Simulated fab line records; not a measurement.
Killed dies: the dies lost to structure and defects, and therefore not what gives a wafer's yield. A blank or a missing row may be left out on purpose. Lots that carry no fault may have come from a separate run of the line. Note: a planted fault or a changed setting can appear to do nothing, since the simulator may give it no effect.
A single fault, viewed from 2 desks    flow sky130    each desk holds nothing but its own numbers, with what lay behind them at the end

## FOR THE TOOL OWNER'S DESK: furnace-01
The tool's own readings at SKY_GATE_OXIDE_OXIDATION_16 (stabilise 600 s, purge 300 s, target thk 3.57 nm): means of the sampled wafers that have a number, for each lot that ran on this tool. A lot is out of limits, marked OUT, if its mean lies more than 4 standard deviations from the usual mean; the brackets give that distance.
Columns: A = ox_temp_c at SKY_GATE_OXIDE_OXIDATION_16, usual 800.0 C; B = zone_power_centre_pct at SKY_GATE_OXIDE_OXIDATION_16, usual 14.8 %; C = zone_power_lower_pct at SKY_GATE_OXIDE_OXIDATION_16, usual 12.72 %
lot   first seen here  A      B     C
L705  day 14 09:20     800.5  15.2  12.72
L706  day 14 09:20     800.6  15.0  12.64
L707  day 14 17:29     799.8  15.2  12.59
L708  day 14 20:36     800.1  15.0  12.68
L714  day 16 22:16     800.2  15.1  12.68
L715  day 16 23:48     800.1  15.1  12.62
L716  day 17 10:38     800.4  15.3  12.58
L724  day 20 19:19     799.3  15.2  12.63
L725  day 20 20:52     799.7  15.3  12.74
L726  day 21 23:15     800.1  15.1  12.61
L728  day 22 01:36     800.0  15.0  12.63
Finding of this desk: none of the 11 lots has anything out of limits.

## THE METROLOGY DESK
What the gauges read for every lot (on any tool): the sampled wafers with a number, averaged. A lot is out of limits, marked OUT, if its mean lies more than 4 standard deviations from the usual mean; the brackets give that distance.
Columns: A = NWELL_RS at SKY_NWELL_RS_MEAS_29, usual 617.3 ohm/sq
lot   first seen here  A
L705  day 5 08:25      617.4
L706  day 5 15:37      618.0
L707  day 5 23:10      618.2
L708  day 6 03:28      619.8
L711  day 6 17:34      615.9
L714  day 7 12:42      617.3
L715  day 7 15:14      615.4
L716  day 8 02:32      618.9
L724  day 10 05:23     616.2
L725  day 10 07:57     617.0
L726  day 11 06:53     615.7
L728  day 11 09:26     618.9
Finding of this desk: none of the 12 lots has anything out of limits.

## BROUGHT TOGETHER
The desk of the tool owner found nothing out of limits.
From the metrology desk's view, nothing was out of limits.

## WHAT WAS PUT IN BY THE SIMULATOR
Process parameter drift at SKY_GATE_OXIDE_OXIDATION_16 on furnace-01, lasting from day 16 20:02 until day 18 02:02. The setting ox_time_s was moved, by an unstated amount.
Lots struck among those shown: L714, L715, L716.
